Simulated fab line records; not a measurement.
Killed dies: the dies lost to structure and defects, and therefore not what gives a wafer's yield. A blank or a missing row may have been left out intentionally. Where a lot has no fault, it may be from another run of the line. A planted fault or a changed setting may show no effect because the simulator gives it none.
Shared-tool check || flow sky130 || Sample size 12 lots and 36 wafers

REASON IT WAS OPENED
SKY_VT_ADJUST_HVTP_OVL_MEAS_08, reading VT_ADJUST_HVTP_OVL: flagged on 4 of 12 lots. Wafers without a fault read 0.1 nm, standard deviation 1.2.
Rule: a lot is flagged when every wafer of it that has a number lies more than 4 standard deviations from that mean, or none has a number. As for the other lots, they are considered sound.

{"lot": "L812", "measured": "day 5 18:18", "on": "overlay-02", "VT_ADJUST_HVTP_OVL (nm), wafer by wafer": "1.0 -0.2 -1.6", "flag": ""}
{"lot": "L813", "measured": "day 6 01:42", "on": "overlay-02", "VT_ADJUST_HVTP_OVL (nm), wafer by wafer": "-1.8 -0.4 -0.8", "flag": ""}
{"lot": "L816", "measured": "day 7 01:16", "on": "overlay-01", "VT_ADJUST_HVTP_OVL (nm), wafer by wafer": "-0.9 1.6 1.2", "flag": ""}
{"lot": "L817", "measured": "day 7 06:40", "on": "overlay-01", "VT_ADJUST_HVTP_OVL (nm), wafer by wafer": "233.6 232.5 234.5", "flag": "FLAGGED"}
{"lot": "L818", "measured": "day 7 16:33", "on": "overlay-01", "VT_ADJUST_HVTP_OVL (nm), wafer by wafer": "233.9 234.3 233.4", "flag": "FLAGGED"}
{"lot": "L820", "measured": "day 8 01:25", "on": "overlay-02", "VT_ADJUST_HVTP_OVL (nm), wafer by wafer": "234.3 233.9 233.4", "flag": "FLAGGED"}
{"lot": "L821", "measured": "day 8 20:53", "on": "overlay-01", "VT_ADJUST_HVTP_OVL (nm), wafer by wafer": "234.1 233.9 233.3", "flag": "FLAGGED"}
{"lot": "L824", "measured": "day 9 11:43", "on": "overlay-01", "VT_ADJUST_HVTP_OVL (nm), wafer by wafer": "-0.5 -0.8 -1.9", "flag": ""}
{"lot": "L827", "measured": "day 9 23:09", "on": "overlay-02", "VT_ADJUST_HVTP_OVL (nm), wafer by wafer": "-0.1 -0.4 1.1", "flag": ""}
{"lot": "L831", "measured": "day 11 02:39", "on": "overlay-01", "VT_ADJUST_HVTP_OVL (nm), wafer by wafer": "1.5 0.1 1.5", "flag": ""}
{"lot": "L833", "measured": "day 11 17:13", "on": "overlay-01", "VT_ADJUST_HVTP_OVL (nm), wafer by wafer": "1.1 -0.3 0.4", "flag": ""}
{"lot": "L834", "measured": "day 12 00:12", "on": "overlay-02", "VT_ADJUST_HVTP_OVL (nm), wafer by wafer": "0.5 -0.5 -0.3", "flag": ""}
The numbers of the flagged lots are 233.8 nm on average: +233.7 nm against the usual, or +99 or more standard deviations.

EACH LOT AND THE TOOL IT RAN ON
2 process steps preceding the reading are held in the record, out of 708 steps in the route. Read each cell as the tool, then ch plus the chambers that the sampled wafers visited, then the start.
{"lot": "L812", "flag": "", "SKY_FIELD_ISO_ETCH_17": "rie si-02 ch 1,2, day 2 04:08", "SKY_VT_ADJUST_HVTP_EXPOSE_04": "iline stepper-02 ch 0, day 5 09:08"}
{"lot": "L813", "flag": "", "SKY_FIELD_ISO_ETCH_17": "rie si-01 ch 1,2,3, day 2 09:23", "SKY_VT_ADJUST_HVTP_EXPOSE_04": "iline stepper-01 ch 0, day 5 16:48"}
{"lot": "L816", "flag": "", "SKY_FIELD_ISO_ETCH_17": "rie si-02 ch 1,2, day 3 03:08", "SKY_VT_ADJUST_HVTP_EXPOSE_04": "iline stepper-02 ch 0, day 6 16:11"}
{"lot": "L817", "flag": "FLAGGED", "SKY_FIELD_ISO_ETCH_17": "rie si-01 ch 1,2, day 3 07:17", "SKY_VT_ADJUST_HVTP_EXPOSE_04": "iline stepper-02 ch 0, day 6 20:47"}
{"lot": "L818", "flag": "FLAGGED", "SKY_FIELD_ISO_ETCH_17": "rie si-02 ch 1,3, day 3 12:05", "SKY_VT_ADJUST_HVTP_EXPOSE_04": "iline stepper-02 ch 0, day 7 06:34"}
{"lot": "L820", "flag": "FLAGGED", "SKY_FIELD_ISO_ETCH_17": "rie si-02 ch 0,1,3, day 3 20:32", "SKY_VT_ADJUST_HVTP_EXPOSE_04": "iline stepper-02 ch 0, day 7 14:45"}
{"lot": "L821", "flag": "FLAGGED", "SKY_FIELD_ISO_ETCH_17": "rie si-01 ch 0,2, day 4 15:30", "SKY_VT_ADJUST_HVTP_EXPOSE_04": "iline stepper-02 ch 0, day 8 10:56"}
{"lot": "L824", "flag": "", "SKY_FIELD_ISO_ETCH_17": "rie si-02 ch 2,3, day 4 20:20", "SKY_VT_ADJUST_HVTP_EXPOSE_04": "iline stepper-01 ch 0, day 8 23:41"}
{"lot": "L827", "flag": "", "SKY_FIELD_ISO_ETCH_17": "rie si-01 ch 1,2,3, day 5 08:50", "SKY_VT_ADJUST_HVTP_EXPOSE_04": "iline stepper-01 ch 0, day 9 12:08"}
{"lot": "L831", "flag": "", "SKY_FIELD_ISO_ETCH_17": "rie si-01 ch 0,1,2, day 6 07:44", "SKY_VT_ADJUST_HVTP_EXPOSE_04": "iline stepper-01 ch 0, day 10 15:39"}
{"lot": "L833", "flag": "", "SKY_FIELD_ISO_ETCH_17": "rie si-01 ch 0,2,3, day 6 20:05", "SKY_VT_ADJUST_HVTP_EXPOSE_04": "iline stepper-01 ch 0, day 11 05:03"}
{"lot": "L834", "flag": "", "SKY_FIELD_ISO_ETCH_17": "rie si-02 ch 1,2,3, day 6 23:39", "SKY_VT_ADJUST_HVTP_EXPOSE_04": "iline stepper-01 ch 0, day 11 12:40"}
What these steps do:
- SKY_FIELD_ISO_ETCH_17: etches Si in HBr/Cl2/O2, target depth 342 nm, time 97.7 s.
- SKY_VT_ADJUST_HVTP_EXPOSE_04: exposes mask HVTPM, target cd 380 nm.
- SKY_VT_ADJUST_HVTP_OVL_MEAS_08

FLAGGED AGAINST TOTAL, ONE TOOL AT A TIME (gauges that did the reading follow at the end)
{"step": "SKY_FIELD_ISO_ETCH_17", "tool": "rie si-01", "lots run": 6, "flagged": 2, "share of the flagged lots": "some", "sound lots run after its first flagged lot": "3 (L827,L831,L833)"}
{"step": "SKY_FIELD_ISO_ETCH_17", "tool": "rie si-02", "lots run": 6, "flagged": 2, "share of the flagged lots": "some", "sound lots run after its first flagged lot": "2 (L824,L834)"}
{"step": "SKY_VT_ADJUST_HVTP_EXPOSE_04", "tool": "iline stepper-01", "lots run": 6, "flagged": 0, "share of the flagged lots": "none", "sound lots run after its first flagged lot": "-"}
{"step": "SKY_VT_ADJUST_HVTP_EXPOSE_04", "tool": "iline stepper-02", "lots run": 6, "flagged": 4, "share of the flagged lots": "all", "sound lots run after its first flagged lot": 0}
{"step": "SKY_VT_ADJUST_HVTP_OVL_MEAS_08", "tool": "overlay-01", "lots run": 7, "flagged": 3, "share of the flagged lots": "some", "sound lots run after its first flagged lot": "3 (L824,L831,L833)"}
{"step": "SKY_VT_ADJUST_HVTP_OVL_MEAS_08", "tool": "overlay-02", "lots run": 5, "flagged": 1, "share of the flagged lots": "some", "sound lots run after its first flagged lot": "2 (L827,L834)"}

WHAT IS ALLOWED BY THE TABLE
Rows of the table that ran each flagged lot: 1, that is iline stepper-02 at SKY_VT_ADJUST_HVTP_EXPOSE_04.
- iline stepper-02 at SKY_VT_ADJUST_HVTP_EXPOSE_04 ran 6 lots, 4 of them flagged. Its last sound lot is L816 (day 6 16:11), its first flagged lot L817 (day 6 20:47): a fault that began between those two fits.
Just one tool remains: iline stepper-02 at SKY_VT_ADJUST_HVTP_EXPOSE_04.

WHAT WAS PUT IN BY THE SIMULATOR
Scanner matching overlay: iline stepper-02, from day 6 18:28 on, at SKY_VT_ADJUST_HVTP_EXPOSE_04. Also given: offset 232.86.
Shown lots that were struck: L817, L818, L820, L821. The rule given above showed the same thing.
